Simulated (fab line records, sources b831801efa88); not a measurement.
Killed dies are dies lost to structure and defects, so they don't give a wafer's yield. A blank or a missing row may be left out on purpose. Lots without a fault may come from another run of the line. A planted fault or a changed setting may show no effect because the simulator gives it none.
fab line records | flow sky130
record lots=10 wafers=30 last_day=50
route steps=708 shown LDD_HVP@287 POLY_CUT@317 RES_XHIGH@339 SD_N@353 PAD_OPEN@708
lots that met no fault: from a run of the same line without faults
start_h: hours from the record's first day to the start of the lot's first wafer shown | wait_h: hours since the lot's step before | " the same as in the row above | L1.1+2: a row that stands for several wafers | - no value, or no start given | * or withheld: withheld | < > ~ a bound
route shown NAME@n: a module of which the file shows steps, and the number in the route of the first | usual: mean/standard deviation of fault-free wafers | same: alike in all rows | chamber/n: place in a boat | sites: the reading at each site | _std_site: their standard deviation | _edge_site: outer sites' mean less inner sites' | radius_mm: how far each site lies from the wafer's centre | mask NAME#n: copy n | behind: the tool/chamber that last shaped the wafer | hold: why the lot was held/for how many hours/how that ended | device: the transistor (n, p or np) that didn't switch | end of line: the same wafers' tests at the end of the route | a step without rows: its recipe alone | killed: dies lost to structure and defects at the first sort, not the wafer's yield | map: a wafer's dies, x killed, . not, _ none there
set.NAME: the setting as run; set.NAME@STEP: as run at that earlier step | model.NAME: the simulator's own value behind a step, which no gauge read
steps of the route over a sample of lots; a table a step, a row a wafer
services: from which hour (start_h, from the record's first day; less than 0 if before it) a tool's chamber was out of use, for how many hours, and why
## steps
# step SKY_LDD_HVP_STRIP_09
# recipe chemistry=O2/N2 power_w=1400 pressure_mtorr=1500 platen_temp_c=withheld o2_flow_sccm=3000 n2_flow_sccm=300 overash_fraction=0.5
# usual drypump_motor_current_A=5.8/0.32 oes_product_au=0.408/0.0043 strip_time_to_endpoint_s=4.138/0.016
# columns lot.wafer tool chamber start_h wait_h drypump_motor_current_A oes_product_au rf_hours_counter_h strip_time_to_endpoint_s
L104.2 plasma_asher-04 1 502.91 0.1 6.0 0.410 7 4.174
L104.3 " 0 " " 5.8 0.406 - 4.158
L104.6 " 1 " " 6.0 0.408 - 4.153
L107.1 plasma_asher-01 1 534.70 0.1 5.9 0.407 81 4.155
L107.3 " 1 " " 5.9 0.409 - 4.148
L107.4 " 0 " " 5.9 0.405 - 4.133
L109.3 plasma_asher-03 1 540.55 0.1 5.8 0.406 - 4.141
L109.4 " 0 " " 4.9 0.414 - 4.155
L109.6 " 0 " " 4.9 0.416 - 4.153
L111.1 plasma_asher-04 1 569.71 0.1 6.0 0.408 15 4.120
L111.3 " 0 " " 5.8 0.412 - 4.133
L111.4 " 1 " " 6.0 0.409 - 4.147
L114.1 plasma_asher-04 1 597.61 0.1 6.0 0.417 18 4.126
L114.3 " 0 " " 5.8 0.404 - 4.136
L114.4 " 1 " " 6.0 0.404 - 4.148
L117.1 plasma_asher-03 1 615.86 0.1 5.8 0.416 78 4.136
L117.3 " 0 " " 4.9 0.404 - 4.138
L117.4 " 1 " " 5.8 0.407 - 4.162
L122.1 plasma_asher-04 1 654.95 0.1 6.0 0.414 24 4.125
L122.4 " 1 " " 6.0 0.402 - 4.127
L122.5 " 0 " " 5.8 0.404 - 4.137
L123.2 plasma_asher-03 1 662.71 0.1 5.8 0.409 83 4.139
L123.3 " 0 " " 4.9 0.404 - 4.129
L123.5 " 1 " " 5.8 0.402 - 4.129
L125.2 plasma_asher-04 1 678.01 0.1 6.0 0.408 26 4.124
L125.4 " 0 " " 5.8 0.404 - 4.126
L125.6 " 0 " " 5.8 0.403 - 4.140
L126.2 plasma_asher-04 0 685.15 0.1 5.8 0.407 27 4.126
L126.4 " 1 " " 6.0 0.419 - 4.120
L126.5 " 1 " " 6.0 0.410 - 4.135
# step SKY_POLY_CUT_ETCH_10
# recipe chemistry=N2/H2 target=BARC ion_energy_ev=200 source_w=500 bias_w=100 pressure_mtorr=30 n2_flow_sccm=100 h2_flow_sccm=200 stop_on=SiO2 time_s=45.9 target_depth_a=600
# usual drypump_motor_current_A=5.6/0.45 h2_flow_sccm=200.0/0.62 oes_product_au=0.854/0.005 throttle_valve_pct=13.225/0.0092
# same time_s=45.9
# columns lot.wafer tool chamber start_h wait_h drypump_motor_current_A h2_flow_sccm oes_product_au rf_hours_counter_h throttle_valve_pct
L104.2 rie_diel-01 3 565.18 0.0 5.5 199.3 0.841 75 13.228
L104.3 " 2 " " 6.7 201.1 0.851 8 13.232
L104.6 " 1 " " 5.3 199.8 0.852 - 13.230
L107.1 rie_diel-04 2 598.02 0.0 5.2 199.8 0.860 9 13.220
L107.3 " 3 " " 5.3 200.2 0.850 46 13.207
L107.4 " 1 " " 5.8 199.6 0.855 17 13.228
L109.3 rie_diel-01 1 602.68 0.0 5.2 198.9 0.858 6 13.242
L109.4 " 2 " " 6.8 200.4 0.861 - 13.221
L109.6 " 0 " " 5.5 200.5 0.860 - 13.230
L111.1 rie_diel-04 3 630.52 0.0 5.3 200.6 0.857 47 13.223
L111.3 " 0 " " 5.1 200.0 0.864 60 13.237
L111.4 " 1 " " 5.8 199.9 0.852 18 13.208
L114.1 rie_diel-04 0 658.18 0.0 5.1 201.1 0.862 60 13.220
L114.3 " 2 " " 5.2 199.8 0.860 10 13.238
L114.4 " 1 " " 5.8 199.3 0.848 18 13.222
L117.1 rie_diel-04 3 675.73 0.0 5.3 199.3 0.851 48 13.229
L117.3 " 1 " " 5.7 200.3 0.857 19 13.225
L117.4 " 0 " " 5.1 199.1 0.849 61 13.217
L122.1 rie_diel-03 2 714.53 0.0 6.3 199.8 0.863 6 13.226
L122.4 " 3 " " 5.5 200.3 0.861 15 13.228
L122.5 " 0 " " 5.8 200.2 0.857 - 13.228
L123.2 rie_diel-01 0 722.03 0.0 5.5 201.0 0.851 3 13.226
L123.3 " 3 " " 5.6 199.3 0.847 3 13.223
L123.5 " 0 " " 5.5 200.6 0.849 - 13.215
L125.2 rie_diel-03 1 737.08 0.0 5.5 199.4 0.855 5 13.226
L125.4 " 2 " " 6.3 200.9 0.856 6 13.206
L125.6 " 0 " " 5.9 199.7 0.856 - 13.225
L126.2 rie_diel-04 1 743.73 0.0 5.8 198.7 0.857 21 13.228
L126.4 " 0 " " 5.1 199.1 0.851 - 13.237
L126.5 " 1 " " 5.8 199.4 0.856 - 13.232
# step SKY_RES_XHIGH_IMPLANT_07
# recipe species=BF2 energy_kev=20 dose_cm2=3.6e+14 tilt_deg=0
# usual beam_on_s=39.9/1.8 dose_ions_cm2=3.6e+14/3.7e+11
# columns lot.wafer tool chamber start_h wait_h beam_on_s dose_ions_cm2
L104.2 implanter-02 0 623.35 0.1 39.9 3.6e+14
L104.3 " 0 " " 39.3 3.602e+14
L104.6 " 0 " " 39.8 3.602e+14
L107.1 implanter-02 0 654.88 0.1 40.0 3.594e+14
L107.3 " 0 " " 40.1 3.608e+14
L107.4 " 0 " " 40.5 3.601e+14
L109.3 implanter-03 0 660.58 0.1 42.1 3.605e+14
L109.4 " 0 " " 42.3 3.6e+14
L109.6 " 0 " " 39.9 3.596e+14
L111.1 implanter-02 0 687.37 0.1 40.2 3.603e+14
L111.3 " 0 " " 40.0 3.603e+14
L111.4 " 0 " " 41.0 3.605e+14
L114.1 implanter-03 0 715.58 0.1 34.4 2.971e+14
L114.3 " 0 " " 33.9 2.97e+14
L114.4 " 0 " " 32.5 2.968e+14
L117.1 implanter-03 0 732.03 0.1 34.9 2.962e+14
L117.3 " 0 " " 33.8 2.964e+14
L117.4 " 0 " " 34.3 2.959e+14
L122.1 implanter-01 0 769.63 0.1 36.7 3.598e+14
L122.4 " 0 " " 35.7 3.602e+14
L122.5 " 0 " " 37.6 3.6e+14
L123.2 implanter-01 0 777.30 0.1 36.7 3.603e+14
L123.3 " 0 " " 36.0 3.601e+14
L123.5 " 0 " " 36.4 3.601e+14
L125.2 implanter-03 0 791.19 0.1 41.7 3.6e+14
L125.4 " 0 " " 42.9 3.604e+14
L125.6 " 0 " " 42.3 3.602e+14
L126.2 implanter-02 0 797.44 0.1 39.7 3.605e+14
L126.4 " 0 " " 39.3 3.601e+14
L126.5 " 0 " " 38.6 3.592e+14
# step SKY_RES_XHIGH_STRIP_08
# recipe chemistry=O2/N2 power_w=1400 pressure_mtorr=1500 platen_temp_c=withheld o2_flow_sccm=3000 n2_flow_sccm=300 overash_fraction=0.5
# usual drypump_motor_current_A=5.6/0.44 oes_product_au=0.711/0.0049 strip_time_to_endpoint_s=14.27/0.035
# columns lot.wafer tool chamber start_h wait_h drypump_motor_current_A oes_product_au rf_hours_counter_h strip_time_to_endpoint_s
L104.2 plasma_asher-01 0 623.48 0.1 5.8 0.715 89 14.22
L104.3 " 1 " " 5.9 0.703 - 14.23
L104.6 " 0 " " 5.8 0.705 - 14.21
L107.1 plasma_asher-03 1 655.03 0.1 5.8 0.709 82 14.32
L107.3 " 1 " " 5.8 0.705 - 14.31
L107.4 " 0 " " 4.9 0.719 - 14.30
L109.3 plasma_asher-03 0 660.71 0.1 4.9 0.720 - 14.25
L109.4 " 1 " " 5.8 0.703 - 14.27
L109.6 " 0 " " 4.9 0.708 - 14.24
L111.1 plasma_asher-04 0 687.52 0.1 5.8 0.711 27 14.26
L111.3 " 0 " " 5.8 0.719 - 14.26
L111.4 " 1 " " 6.0 0.711 - 14.26
L114.1 plasma_asher-03 1 715.73 0.1 5.8 0.718 88 14.17
L114.3 " 1 " " 5.8 0.715 - 14.20
L114.4 " 0 " " 4.9 0.718 - 14.16
L117.1 plasma_asher-03 1 732.18 0.1 5.8 0.714 89 14.17
L117.3 " 1 " " 5.7 0.716 - 14.18
L117.4 " 0 " " 4.9 0.710 - 14.19
L122.1 plasma_asher-01 0 769.78 0.1 5.8 0.712 2 14.28
L122.4 " 0 " " 5.8 0.705 - 14.29
L122.5 " 1 " " 5.9 0.713 - 14.28
L123.2 plasma_asher-01 0 777.43 0.1 5.9 0.702 3 14.27
L123.3 " 0 " " 5.8 0.709 - 14.27
L123.5 " 0 " " 5.8 0.712 - 14.29
L125.2 plasma_asher-04 1 791.32 0.1 6.0 0.713 37 14.24
L125.4 " 0 " " 5.8 0.707 - 14.29
L125.6 " 0 " " 5.8 0.713 - 14.28
L126.2 plasma_asher-04 0 797.57 0.1 5.8 0.716 38 14.28
L126.4 " 0 " " 5.8 0.721 - 14.31
L126.5 " 0 " " 5.8 0.713 - 14.28
# step SKY_RES_XHIGH_TW_MEAS_09
# usual RES_XHIGH_TW=1652/9.9
# columns lot.wafer tool chamber start_h wait_h RES_XHIGH_TW
L104.2 film_metro-02 - 623.59 0.1 1651
L104.3 " - " " 1656
L104.6 " - " " 1656
L107.1 film_metro-04 - 655.15 0.1 1649
L107.3 " - " " 1653
L107.4 " - " " 1650
L109.3 film_metro-02 - 660.80 0.1 1661
L109.4 " - " " 1654
L109.6 " - " " 1652
L111.1 film_metro-03 - 687.62 0.1 1638
L111.3 " - " " 1634
L111.4 " - " " 1630
L114.1 film_metro-03 - 715.83 0.1 1552
L114.3 " - " " 1550
L114.4 " - " " 1570
L117.1 film_metro-03 - 732.28 0.1 1532
L117.3 " - " " 1537
L117.4 " - " " 1527
L122.1 film_metro-02 - 769.88 0.1 1651
L122.4 " - " " 1657
L122.5 " - " " 1658
L123.2 film_metro-02 - 777.54 0.1 1666
L123.3 " - " " 1661
L123.5 " - " " 1651
L125.2 film_metro-04 - 791.43 0.1 1655
L125.4 " - " " 1657
L125.6 " - " " 1658
L126.2 film_metro-03 - 797.68 0.1 1648
L126.4 " - " " 1639
L126.5 " - " " 1644
# step SKY_SD_N_STRIP_11
# recipe chemistry=O2/N2 power_w=1400 pressure_mtorr=1500 platen_temp_c=withheld o2_flow_sccm=3000 n2_flow_sccm=300 overash_fraction=0.5
# usual drypump_motor_current_A=5.7/0.39 oes_product_au=0.527/0.0045 strip_time_to_endpoint_s=22.56/0.037
# columns lot.wafer tool chamber start_h wait_h drypump_motor_current_A oes_product_au rf_hours_counter_h strip_time_to_endpoint_s
L104.2 plasma_asher-03 0 652.18 0.1 4.9 0.524 82 22.52
L104.3 " 1 " " 5.8 0.526 - 22.59
L104.6 " 0 " " 4.9 0.529 - 22.55
L107.1 plasma_asher-03 1 684.18 0.1 5.8 0.518 85 22.50
L107.3 " 0 " " 4.9 0.527 - 22.51
L107.4 " 1 " " 5.8 0.524 - 22.55
L109.3 plasma_asher-04 1 689.57 0.1 6.0 0.529 - 22.52
L109.4 " 0 " " 5.8 0.527 - 22.53
L109.6 " 0 " " 5.8 0.528 - 22.51
L111.1 plasma_asher-03 1 715.58 0.1 5.8 0.542 88 22.54
L111.3 " 0 " " 4.9 0.529 - 22.56
L111.4 " 1 " " 5.8 0.536 - 22.57
L114.1 plasma_asher-03 1 743.88 0.1 5.8 0.526 91 22.55
L114.3 " 0 " " 4.9 0.531 - 22.50
L114.4 " 1 " " 5.8 0.534 - 22.51
L117.1 plasma_asher-04 0 759.68 0.1 5.8 0.535 34 22.62
L117.3 " 1 " " 6.0 0.521 - 22.57
L117.4 " 0 " " 5.8 0.524 - 22.61
L122.1 plasma_asher-02 1 796.88 0.1 5.8 0.522 69 22.54
L122.4 " 0 " " 5.7 0.525 - 22.58
L122.5 " 0 " " 5.7 0.527 - 22.54
L123.2 plasma_asher-04 0 804.18 0.1 5.8 0.518 39 22.54
L123.3 " 1 " " 6.0 0.532 - 22.52
L123.5 " 1 " " 6.0 0.519 - 22.52
L125.2 plasma_asher-04 1 817.33 0.1 6.0 0.528 40 22.47
L125.4 " 0 " " 5.8 0.531 - 22.59
L125.6 " 0 " " 5.9 0.528 - 22.54
L126.2 plasma_asher-04 1 823.83 0.1 6.0 0.526 41 22.55
L126.4 " 0 " " 5.8 0.525 - 22.54
L126.5 " 0 " " 5.8 0.524 - 22.52
# step SKY_SD_N_RS_MEAS_18
# recipe thk_meas_gauge=four-point-probe
# usual RES_XHIGH_RS=332.9/1.5
# columns lot.wafer tool chamber start_h wait_h RES_XHIGH_RS[ohm/sq]
L104.2 film_metro-03 - 652.83 0.1 334.8
L104.3 " - " " 333.9
L104.6 " - " " 334.3
L107.1 film_metro-02 - 684.80 0.1 334.4
L107.3 " - " " 334.2
L107.4 " - " " 333.5
L109.3 film_metro-02 - 690.20 0.1 333.8
L109.4 " - " " 335.6
L109.6 " - " " 332.8
L111.1 film_metro-04 - 716.25 0.1 334.0
L111.3 " - " " 334.6
L111.4 " - " " 334.4
L114.1 film_metro-03 - 744.60 0.1 387.9
L114.3 " - " " 386.0
L114.4 " - " " 385.4
L117.1 film_metro-04 - 760.30 0.1 388.6
L117.3 " - " " 388.3
L117.4 " - " " 388.4
L122.1 film_metro-02 - 797.51 0.1 333.7
L122.4 " - " " 333.9
L122.5 " - " " 333.7
L123.2 film_metro-03 - 804.83 0.1 332.1
L123.3 " - " " 333.9
L123.5 " - " " 332.3
L125.2 film_metro-04 - 817.98 0.1 332.2
L125.4 " - " " 332.5
L125.6 " - " " 331.5
L126.2 film_metro-03 - 824.48 0.1 332.5
L126.4 " - " " 330.9
L126.5 " - " " 331.8
# step SKY_PAD_OPEN_PROBE_99
# usual killed_at_M0_to_M3=44/7.7 killed_at_M4_up=3.2/1.7 killed_at_contacts=24/5.3 killed_at_front_end=15/4.3 killed_at_other=0.3/0.57 killed_dies=87/11 killed_open=47/7.4 killed_short=40/6.5
# same gross_dies=492 killed_at_back_side=0
# columns lot.wafer tool chamber start_h wait_h killed_at_M0_to_M3 killed_at_M4_up killed_at_contacts killed_at_front_end killed_at_other killed_dies killed_open killed_short
L117.1 prober-01 - 1155.76 0.1 54 2 22 13 1 92 45 46
L117.3 prober-01 - 1155.86 0.2 48 3 32 21 1 105 60 45
L117.4 prober-01 - 1155.91 0.2 49 1 25 27 1 103 58 45
L126.2 prober-01 - 1194.19 0.1 38 4 24 12 0 78 41 37
L126.4 prober-01 - 1194.29 0.2 36 3 13 15 0 67 41 26
L126.5 prober-01 - 1194.34 0.2 41 3 18 22 0 84 49 35
# killed by level:class
L117.1 VIA1:geometric_particle:open=10 CONTACT:geometric_particle:open=7 METAL1:geometric_particle:short=7 VIA2:geometric_particle:short=7 VIA2:geometric_particle:open=7 VIA3:geometric_particle:open=7 LI_CONTACT:geometric_particle:open=6 VIA3:geometric_particle:short=6
L117.3 VIA1:geometric_particle:open=14 CONTACT:geometric_particle:open=11 LI_CONTACT:geometric_particle:open=8 METAL2:geometric_particle:short=7 VIA3:geometric_particle:open=7 POLY_GATE:geometric_particle:open=6 CONTACT:geometric_particle:short=6 FIELD_ISO:geometric_particle:open=4
L117.4 CONTACT:geometric_particle:open=11 VIA1:geometric_particle:open=11 VIA2:geometric_particle:open=11 FIELD_ISO:geometric_particle:open=7 METAL1:geometric_particle:short=7 FIELD_ISO:geometric_particle:short=5 POLY_GATE:geometric_particle:short=5 LI_CONTACT:geometric_particle:open=5
L126.2 METAL2:geometric_particle:short=9 CONTACT:geometric_particle:open=9 LI_CONTACT:geometric_particle:open=7 VIA2:geometric_particle:open=6 METAL1:geometric_particle:short=4 VIA3:geometric_particle:open=4 FIELD_ISO:geometric_particle:short=3 SPACER:geometric_particle:open=3
L126.4 VIA3:geometric_particle:open=9 CONTACT:geometric_particle:open=6 VIA1:geometric_particle:open=6 VIA2:geometric_particle:open=6 FIELD_ISO:geometric_particle:short=4 VIA1:geometric_particle:short=4 FIELD_ISO:geometric_particle:open=3 SPACER:geometric_particle:open=3
L126.5 VIA2:geometric_particle:open=9 FIELD_ISO:geometric_particle:open=6 CONTACT:geometric_particle:open=6 FIELD_ISO:geometric_particle:short=5 POLY_GATE:geometric_particle:short=5 VIA3:geometric_particle:open=5 LI_CONTACT:geometric_particle:open=5 VIA1:geometric_particle:open=5
## services
# columns tool chamber start_h hours kind
implanter-01 - 490.55 1.2 repair
plasma_asher-03 - 494.48 44.3 pm
rie_diel-04 3 496.25 3.6 repair
rie_diel-03 - 511.79 2.8 pm
rie_diel-04 1 513.51 2.3 repair
rie_diel-04 2 515.70 14.8 repair
rie_diel-01 3 526.91 4.8 repair
implanter-01 - 554.89 1.2 repair
implanter-03 - 558.63 2.3 repair
implanter-03 - 577.71 1.3 repair
plasma_asher-01 - 597.15 1.4 repair
rie_diel-01 0 631.34 4.0 repair
rie_diel-01 1 639.10 12.6 repair
implanter-02 - 690.89 5.2 repair
implanter-03 - 693.70 1.4 repair
plasma_asher-03 - 723.94 6.9 repair
plasma_asher-01 - 733.75 9.0 pm
rie_diel-04 2 744.60 1.9 repair
rie_diel-04 - 748.89 14.6 pm
rie_diel-04 0 773.69 5.7 repair
rie_diel-04 0 798.25 3.8 repair
implanter-02 - 805.63 2.3 repair
rie_diel-01 0 806.33 8.2 repair
plasma_asher-03 - 810.41 15.6 pm
## key
first_sign step=SKY_RES_XHIGH_IMPLANT_07 reading=dose_ions_cm2 direction=down sigmas=99+ usual=* struck=*
effect step=SKY_RES_XHIGH_IMPLANT_07 reading=beam_on_s direction=down sigmas=3.3 usual=39.9 struck=34.0
effect step=SKY_RES_XHIGH_STRIP_08 reading=strip_time_to_endpoint_s direction=down sigmas=2.7 usual=* struck=*
effect step=SKY_RES_XHIGH_TW_MEAS_09 reading=RES_XHIGH_TW direction=down sigmas=11 usual=1652 struck=1545
effect step=SKY_SD_N_RS_MEAS_18 reading=RES_XHIGH_RS direction=up sigmas=37 usual=332.9 struck=387.4
met_at SKY_RES_XHIGH_IMPLANT_07
struck_lots L114,L117
tester_left_out L114,L117
not_acting_at SKY_LDD_HVP_STRIP_09,SKY_POLY_CUT_ETCH_10,SKY_SD_N_STRIP_11
onset_between 660.58 715.58
fault kind=process_parameter_drift tool=implanter-03 chamber=- onset_h=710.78 steps=SKY_RES_XHIGH_IMPLANT_07 channel=dose_cm2 offset=* shape=step end_h=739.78 acts_in=* stated=*
# tester_left_out: of these lots the tester's yield and bins aren't shown, on N5 and GAA mostly nor the transistor test; their killed dies are dies lost to structure and defects alone, not to doping, threshold or leakage, so they don't give the yield
